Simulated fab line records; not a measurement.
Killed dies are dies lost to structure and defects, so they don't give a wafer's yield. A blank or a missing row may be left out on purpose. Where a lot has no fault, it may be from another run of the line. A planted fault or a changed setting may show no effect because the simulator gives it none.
fab line records    flow sky130
record lots=5  wafers=15  last_day=49
route steps=708 shown RES_XHIGH@336 SD_N@342
lots untouched by any fault: they come from a run of this same line in which no faults occurred
start_h: hours from the record's first day to the start of the lot's first wafer shown    wait_h: time in hours since the lot's previous step    " as in the row above    L1.1+2: a row that stands for several wafers    - no value, or no start was given    * or withheld: withheld    < > ~ a bound
route shown NAME@n: names a module that has steps shown in the file, with the first one's number in the route    usual: mean and standard deviation over wafers with no fault    same: alike in all rows    chamber/n: place in a boat    sites: each site's reading    _std_site: the standard deviation of these    _edge_site: the outer-site mean with the inner-site mean subtracted    radius_mm: how far each site lies from the wafer's centre    mask NAME#n: copy n    behind: the last tool/chamber to shape the wafer    hold: the reason the lot was held/the length of the hold in hours/how it ended    device: the n, p or np transistor that did not switch    end of line: the same wafers' tests at the end of the route    a step given without rows: its recipe and nothing more    killed: at the first sort, the dies lost to defects and structure; wafer yield is something else    map: shows each die of a wafer: x if killed, . if not, _ if none is there
set.NAME: the run value of the setting; set.NAME@STEP: its run value at that earlier step    model.NAME: the simulator's own value behind a step, which no gauge read
certain route steps with their lots: each step a table, each wafer a row
services: when a tool's chamber went out of use (start_h, in hours from the record's first day, below 0 if earlier), for how many hours, and the reason
## steps
# step SKY_RES_XHIGH_EXPOSE_04
# recipe mask_id=URPM  na=0.6  source_shape=conventional  sigma_outer=0.6  polarization=unpolarized  target_cd_nm=1270  dose_mj=140
# usual exposure_dose_mJ_cm2=139.98/0.15
# same sigma_outer=0.6
lot.wafer  tool              chamber  start_h  wait_h  mask    exposure_dose_mJ_cm2
L077.4     iline_stepper-02  0        -        -       URPM#0  140.22
L077.5     "                 0        "        "       URPM#0  140.19
L077.6     "                 0        "        "       URPM#0  140.07
L079.1     iline_stepper-01  0        -        -       URPM#0  140.02
L079.3     "                 0        "        "       URPM#0  140.10
L079.4     "                 0        "        "       URPM#0  139.97
L080.1     iline_stepper-02  0        -        -       URPM#0  140.01
L080.3     "                 0        "        "       URPM#0  140.06
L080.5     "                 0        "        "       URPM#0  140.01
L090.3     iline_stepper-02  0        -        -       URPM#0  139.78
L090.4     "                 0        "        "       URPM#0  139.82
L090.5     "                 0        "        "       URPM#0  139.89
L091.2     iline_stepper-02  0        -        -       URPM#0  140.31
L091.3     "                 0        "        "       URPM#0  139.95
L091.6     "                 0        "        "       URPM#0  140.08
# step SKY_RES_XHIGH_PEB_05
# recipe temp_c=withheld  time_s=*  resist=NOVOLAK
lot.wafer   tool            chamber  start_h  wait_h
L077.4+5+6  litho_track-02  0        -        -
L079.1+3+4  litho_track-01  0        -        -
L080.1+3+5  litho_track-01  0        -        -
L090.3+4+5  litho_track-02  0        -        -
L091.2+3+6  litho_track-01  0        -        -
# step SKY_RES_XHIGH_DEVELOP_06
# recipe resist=NOVOLAK  developer=TMAH  develop_time_s=60  dev_temp_c=23
# usual developer_temp_C=23.01/0.1
lot.wafer  tool            chamber  start_h  wait_h  developer_temp_C
L077.4     litho_track-02  0        646.19   0.1     23.01
L077.5     "               0        "        "       23.07
L077.6     "               0        "        "       22.93
L079.1     litho_track-01  0        659.61   0.1     22.77
L079.3     "               0        "        "       22.90
L079.4     "               0        "        "       22.92
L080.1     litho_track-01  0        674.66   0.1     22.91
L080.3     "               0        "        "       23.10
L080.5     "               0        "        "       23.06
L090.3     litho_track-02  0        754.87   0.1     23.11
L090.4     "               0        "        "       23.08
L090.5     "               0        "        "       23.06
L091.2     litho_track-01  0        760.43   0.1     23.00
L091.3     "               0        "        "       23.00
L091.6     "               0        "        "       23.14
# step SKY_RES_XHIGH_IMPLANT_07
# recipe species=BF2  energy_kev=20  dose_cm2=3.6e+14  tilt_deg=0
lot.wafer   tool          chamber  start_h  wait_h
L077.4+5+6  implanter-01  0        646.34   0.1
L079.1+3+4  implanter-04  0        659.76   0.1
L080.1+3+5  implanter-04  0        674.81   0.1
L090.3+4+5  implanter-01  0        755.02   0.1
L091.2+3+6  implanter-01  0        760.58   0.1
# step SKY_RES_XHIGH_STRIP_08
# recipe chemistry=O2/N2  power_w=1400  pressure_mtorr=1500  platen_temp_c=withheld  o2_flow_sccm=3000  n2_flow_sccm=300  overash_fraction=0.5
# usual drypump_motor_current_A=5.22/0.16  oes_product_au=0.711/0.0045  strip_time_to_endpoint_s=14.25/0.042
lot.wafer  tool             chamber  start_h  wait_h  drypump_motor_current_A  oes_product_au  rf_hours_counter_h  strip_time_to_endpoint_s
L077.4     plasma_asher-04  1        646.45   0.1     5.20                     0.709           -                   14.28
L077.5     "                1        "        "       5.19                     0.710           -                   14.24
L077.6     "                0        "        "       4.91                     0.703           -                   14.28
L079.1     plasma_asher-03  0        659.91   0.1     5.39                     0.718           21                  14.23
L079.3     "                0        "        "       5.41                     0.713           -                   14.30
L079.4     "                1        "        "       5.21                     0.706           -                   14.27
L080.1     plasma_asher-03  1        674.96   0.1     5.19                     0.704           23                  14.26
L080.3     "                1        "        "       5.19                     0.709           -                   14.32
L080.5     "                0        "        "       5.40                     0.711           -                   14.28
L090.3     plasma_asher-03  0        755.15   0.1     5.37                     0.708           -                   14.23
L090.4     "                1        "        "       5.19                     0.709           -                   14.21
L090.5     "                1        "        "       5.17                     0.716           -                   14.20
L091.2     plasma_asher-03  1        760.71   0.1     5.19                     0.718           31                  14.20
L091.3     "                0        "        "       5.40                     0.710           -                   14.20
L091.6     "                0        "        "       5.36                     0.720           -                   14.17
# step SKY_RES_XHIGH_TW_MEAS_09
# usual RES_XHIGH_TW=1643/7
lot.wafer  tool           chamber  start_h  wait_h  RES_XHIGH_TW
L077.4     film_metro-04  -        646.55   0.1     1644
L077.5     "              -        "        "       1647
L077.6     "              -        "        "       1648
L079.1     film_metro-04  -        660.01   0.1     1652
L079.3     "              -        "        "       1641
L079.4     "              -        "        "       1641
L080.1     film_metro-04  -        675.06   0.1     1627
L080.3     "              -        "        "       1627
L080.5     "              -        "        "       1639
L090.3     film_metro-02  -        755.24   0.1     1636
L090.4     "              -        "        "       1644
L090.5     "              -        "        "       1633
L091.2     film_metro-02  -        760.82   0.1     1639
L091.3     "              -        "        "       1636
L091.6     "              -        "        "       1639
# step SKY_SD_N_DEHYDRATE_00
# recipe temp_c=200  time_s=60
# usual heater_power_total_W=160.37/0.12
lot.wafer  tool            chamber  start_h  wait_h  heater_power_total_W
L077.4     litho_track-03  0        660.58   14.0    160.35
L077.5     "               0        "        "       160.33
L077.6     "               0        "        "       160.34
L079.1     litho_track-04  0        674.26   14.2    160.38
L079.3     "               0        "        "       160.44
L079.4     "               0        "        "       160.31
L080.1     litho_track-03  0        688.16   13.1    160.34
L080.3     "               0        "        "       160.33
L080.5     "               0        "        "       160.53
L090.3     litho_track-03  0        768.41   13.2    160.45
L090.4     "               0        "        "       160.42
L090.5     "               0        "        "       160.63
L091.2     litho_track-03  0        773.58   12.8    160.19
L091.3     "               0        "        "       160.20
L091.6     "               0        "        "       160.40
# step SKY_SD_N_HMDS_01
# recipe prime_time_s=60  prime_temp_c=120
lot.wafer   tool            chamber  start_h  wait_h
L077.4+5+6  litho_track-03  0        660.73   0.1
L079.1+3+4  litho_track-04  0        674.41   0.1
L080.1+3+5  litho_track-03  0        688.31   0.1
L090.3+4+5  litho_track-03  0        768.56   0.1
L091.2+3+6  litho_track-03  0        773.73   0.1
# step SKY_SD_N_COAT_02
# recipe resist=NOVOLAK  spin_rpm=3000  resist_thk_nm=1140
lot.wafer   tool            chamber  start_h  wait_h
L077.4+5+6  litho_track-03  0        660.88   0.1
L079.1+3+4  litho_track-04  0        674.56   0.1
L080.1+3+5  litho_track-03  0        688.46   0.1
L090.3+4+5  litho_track-03  0        768.71   0.1
L091.2+3+6  litho_track-03  0        773.88   0.1
# step SKY_SD_N_SOFTBAKE_03
# recipe temp_c=90  time_s=60  resist=NOVOLAK
# usual heater_power_total_W=56.60/0.041
lot.wafer  tool            chamber  start_h  wait_h  heater_power_total_W
L077.4     litho_track-03  0        661.03   0.1     56.60
L077.5     "               0        "        "       56.58
L077.6     "               0        "        "       56.53
L079.1     litho_track-04  0        674.71   0.1     56.65
L079.3     "               0        "        "       56.62
L079.4     "               0        "        "       56.57
L080.1     litho_track-03  0        688.61   0.1     56.56
L080.3     "               0        "        "       56.63
L080.5     "               0        "        "       56.60
L090.3     litho_track-03  0        768.86   0.1     56.61
L090.4     "               0        "        "       56.57
L090.5     "               0        "        "       56.59
L091.2     litho_track-03  0        774.03   0.1     56.52
L091.3     "               0        "        "       56.58
L091.6     "               0        "        "       56.60
# step SKY_SD_N_EXPOSE_04
# recipe mask_id=NSDM  na=0.6  source_shape=conventional  sigma_outer=0.6  polarization=unpolarized  target_cd_nm=380  dose_mj=141
# usual exposure_dose_mJ_cm2=140.95/0.15
# same sigma_outer=0.6
lot.wafer  tool              chamber  start_h  wait_h  mask    exposure_dose_mJ_cm2
L077.4     iline_stepper-01  0        -        -       NSDM#0  140.90
L077.5     "                 0        "        "       NSDM#0  141.09
L077.6     "                 0        "        "       NSDM#0  141.04
L079.1     iline_stepper-02  0        -        -       NSDM#0  141.01
L079.3     "                 0        "        "       NSDM#0  140.52
L079.4     "                 0        "        "       NSDM#0  140.88
L080.1     iline_stepper-02  0        -        -       NSDM#0  140.80
L080.3     "                 0        "        "       NSDM#0  140.97
L080.5     "                 0        "        "       NSDM#0  140.98
L090.3     iline_stepper-01  0        -        -       NSDM#0  140.92
L090.4     "                 0        "        "       NSDM#0  140.81
L090.5     "                 0        "        "       NSDM#0  140.84
L091.2     iline_stepper-02  0        -        -       NSDM#0  140.98
L091.3     "                 0        "        "       NSDM#0  141.28
L091.6     "                 0        "        "       NSDM#0  140.99
# step SKY_SD_N_PEB_05
# recipe temp_c=withheld  time_s=*  resist=NOVOLAK
lot.wafer   tool            chamber  start_h  wait_h
L077.4+5+6  litho_track-02  0        -        -
L079.1+3+4  litho_track-04  0        -        -
L080.1+3+5  litho_track-04  0        -        -
L090.3+4+5  litho_track-02  0        -        -
L091.2+3+6  litho_track-03  0        -        -
# step SKY_SD_N_DEVELOP_06
# recipe resist=NOVOLAK  developer=TMAH  develop_time_s=60  dev_temp_c=23
# usual developer_temp_C=22.99/0.11
lot.wafer  tool            chamber  start_h  wait_h  developer_temp_C
L077.4     litho_track-02  0        675.44   0.1     22.99
L077.5     "               0        "        "       22.87
L077.6     "               0        "        "       22.94
L079.1     litho_track-04  0        688.11   0.1     23.01
L079.3     "               0        "        "       23.13
L079.4     "               0        "        "       23.14
L080.1     litho_track-04  0        703.16   0.1     22.98
L080.3     "               0        "        "       22.92
L080.5     "               0        "        "       23.07
L090.3     litho_track-02  0        782.12   0.1     23.03
L090.4     "               0        "        "       22.99
L090.5     "               0        "        "       22.95
L091.2     litho_track-03  0        787.53   0.1     22.84
L091.3     "               0        "        "       22.97
L091.6     "               0        "        "       22.99
# step SKY_SD_N_CD_MEAS_07
# recipe target_cd_nm=380
# usual cd_nm=379.6/2.7
lot.wafer  tool       chamber  start_h  wait_h  cd_nm
L077.4     cd_sem-01  -        675.58   0.1     382.3
L077.5     "          -        "        "       379.2
L077.6     "          -        "        "       376.4
L079.1     cd_sem-02  -        688.26   0.1     379.7
L079.3     "          -        "        "       379.3
L079.4     "          -        "        "       378.4
L080.1     cd_sem-01  -        703.31   0.1     384.1
L080.3     "          -        "        "       382.8
L080.5     "          -        "        "       380.1
L090.3     cd_sem-01  -        782.26   0.1     377.3
L090.4     "          -        "        "       376.8
L090.5     "          -        "        "       378.3
L091.2     cd_sem-02  -        787.68   0.1     376.8
L091.3     "          -        "        "       380.4
L091.6     "          -        "        "       377.0
# step SKY_SD_N_OVL_MEAS_08
# usual SD_N_OVL=0.7/1.3
lot.wafer  tool        chamber  start_h  wait_h  SD_N_OVL[nm]
L077.4     overlay-02  -        675.66   0.1     3.2
L077.5     "           -        "        "       0.9
L077.6     "           -        "        "       3.4
L079.1     overlay-02  -        688.38   0.1     1.6
L079.3     "           -        "        "       -0.1
L079.4     "           -        "        "       0.6
L080.1     overlay-02  -        703.43   0.1     3.2
L080.3     "           -        "        "       3.7
L080.5     "           -        "        "       2.6
L090.3     overlay-02  -        782.35   0.1     0.0
L090.4     "           -        "        "       1.8
L090.5     "           -        "        "       0.6
L091.2     overlay-01  -        787.79   0.1     1.6
L091.3     "           -        "        "       1.5
L091.6     "           -        "        "       1.0
# step SKY_SD_N_IMPLANT_09
# recipe species=As  energy_kev=50  dose_cm2=4e+15  tilt_deg=0
lot.wafer   tool          chamber  start_h  wait_h
L077.4+5+6  implanter-03  0        675.76   0.1
L079.1+3+4  implanter-02  0        688.42   0.0
L080.1+3+5  implanter-04  0        703.47   0.0
L090.3+4+5  implanter-04  0        782.42   0.1
L091.2+3+6  implanter-03  0        787.84   0.0
# step SKY_SD_N_IMPLANT_10
# recipe species=P  energy_kev=20  dose_cm2=1e+14  tilt_deg=0
lot.wafer   tool          chamber  start_h  wait_h
L077.4+5+6  implanter-03  0        675.91   0.1
L079.1+3+4  implanter-02  0        688.57   0.1
L080.1+3+5  implanter-04  0        703.62   0.1
L090.3+4+5  implanter-04  0        782.57   0.1
L091.2+3+6  implanter-03  0        787.99   0.1
# step SKY_SD_N_STRIP_11
# recipe chemistry=O2/N2  power_w=1400  pressure_mtorr=1500  platen_temp_c=withheld  o2_flow_sccm=3000  n2_flow_sccm=300  overash_fraction=0.5
# usual drypump_motor_current_A=5.2/0.41  oes_product_au=0.527/0.0047  strip_time_to_endpoint_s=22.56/0.045
lot.wafer  tool             chamber  start_h  wait_h  drypump_motor_current_A  oes_product_au  rf_hours_counter_h  strip_time_to_endpoint_s
L077.4     plasma_asher-04  0        676.01   0.1     4.9                      0.522           -                   22.54
L077.5     "                1        "        "       5.2                      0.530           -                   22.60
L077.6     "                0        "        "       4.9                      0.523           -                   22.55
L079.1     plasma_asher-01  0        688.72   0.1     5.9                      0.527           55                  22.54
L079.3     "                1        "        "       4.6                      0.537           -                   22.56
L079.4     "                0        "        "       5.9                      0.518           -                   22.55
L080.1     plasma_asher-01  1        703.77   0.1     4.7                      0.522           57                  22.53
L080.3     "                1        "        "       4.7                      0.529           -                   22.52
L080.5     "                1        "        "       4.7                      0.532           -                   22.56
L090.3     plasma_asher-01  0        782.71   0.1     5.9                      0.529           -                   22.52
L090.4     "                1        "        "       4.6                      0.526           -                   22.55
L090.5     "                1        "        "       4.6                      0.524           -                   22.56
L091.2     plasma_asher-04  1        788.12   0.1     5.2                      0.525           4                   22.60
L091.3     "                1        "        "       5.2                      0.521           -                   22.57
L091.6     "                1        "        "       5.2                      0.531           -                   22.61
# step SKY_SD_N_TW_MEAS_12
# usual SD_N_TW=3990/18
lot.wafer  tool           chamber  start_h  wait_h  SD_N_TW
L077.4     film_metro-02  -        676.11   0.1     3975
L077.5     "              -        "        "       3993
L077.6     "              -        "        "       3975
L079.1     film_metro-04  -        688.82   0.1     3978
L079.3     "              -        "        "       3973
L079.4     "              -        "        "       3974
L080.1     film_metro-03  -        703.87   0.1     4009
L080.3     "              -        "        "       4022
L080.5     "              -        "        "       4030
L090.3     film_metro-03  -        782.79   0.1     3967
L090.4     "              -        "        "       3976
L090.5     "              -        "        "       3984
L091.2     film_metro-02  -        788.23   0.1     4013
L091.3     "              -        "        "       4008
L091.6     "              -        "        "       4012
# step SKY_SD_N_CLEAN_13
# recipe chemistry=SC1/SC2  mix=1:4:20  temp_c=70  time_s=150  dry=n2_spin
lot.wafer   tool          chamber  start_h  wait_h
L077.4+5+6  wet_bench-02  0        676.14   0.0
L079.1+3+4  wet_bench-01  1        688.88   0.1
L080.1+3+5  wet_bench-01  0        703.93   0.1
L090.3+4+5  wet_bench-02  0        782.83   0.0
L091.2+3+6  wet_bench-01  0        788.28   0.0
# step SKY_SD_N_RTA_14
# recipe temp_c=1075  time_s=2  idle_temp_c=650  ramp_up_c_per_s=150  ramp_down_c_per_s=90  ambient=N2
# usual lamp_power_pct=15.74/0.052  ramp_up_c_per_s=150.00/0.029  wafer_temp_C_max=1078.1/1.4
lot.wafer  tool           chamber  start_h  wait_h  lamp_power_pct  ramp_up_c_per_s  wafer_temp_C_max
L077.4     rtp_anneal-01  0        676.22   0.0     15.78           149.93           1078.4
L077.5     "              0        "        "       15.86           150.03           1080.8
L077.6     "              0        "        "       15.78           150.04           1078.7
L079.1     rtp_anneal-01  0        688.93   0.0     15.72           149.99           1077.8
L079.3     "              0        "        "       15.64           149.96           1078.7
L079.4     "              0        "        "       15.76           149.99           1081.9
L080.1     rtp_anneal-02  0        703.98   0.0     15.72           150.03           1076.6
L080.3     "              0        "        "       15.64           149.94           1077.4
L080.5     "              0        "        "       15.68           149.96           1078.7
L090.3     rtp_anneal-02  0        782.91   0.0     15.67           150.01           1079.2
L090.4     "              0        "        "       15.71           150.01           1077.2
L090.5     "              0        "        "       15.65           150.02           1078.4
L091.2     rtp_anneal-01  0        788.34   0.0     15.78           149.97           1077.2
L091.3     "              0        "        "       15.84           150.00           1079.1
L091.6     "              0        "        "       15.79           149.96           1079.6
## services
tool              chamber  start_h  hours  kind
wet_bench-02      -        622.39   6.3    repair
rtp_anneal-01     -        628.12   2.0    pm
implanter-03      -        634.03   2.5    pm
implanter-01      -        656.63   4.3    repair
iline_stepper-02  0        664.52   -      calibration
iline_stepper-01  0        672.58   -      calibration
litho_track-03    -        679.54   -      consumable_replace:filter
wet_bench-02      -        707.65   3.9    repair
plasma_asher-01   -        723.63   6.1    repair
iline_stepper-02  -        724.65   1.7    pm
implanter-01      -        732.98   4.7    repair
plasma_asher-04   -        733.75   9.0    pm
plasma_asher-04   0        733.75   9.0    vent_cycle
plasma_asher-04   1        733.75   9.0    vent_cycle
implanter-02      -        742.73   1.7    repair
plasma_asher-04   0        742.75   -      clean
plasma_asher-04   1        742.75   -      clean
iline_stepper-01  -        743.15   4.7    repair
implanter-02      -        745.39   84.3   pm
implanter-01      -        748.68   2.0    repair
wet_bench-02      -        756.23   7.6    repair
implanter-01      -        757.71   1.0    repair
implanter-01      -        768.72   2.0    repair
iline_stepper-01  -        775.27   1.7    pm
## key
fault none
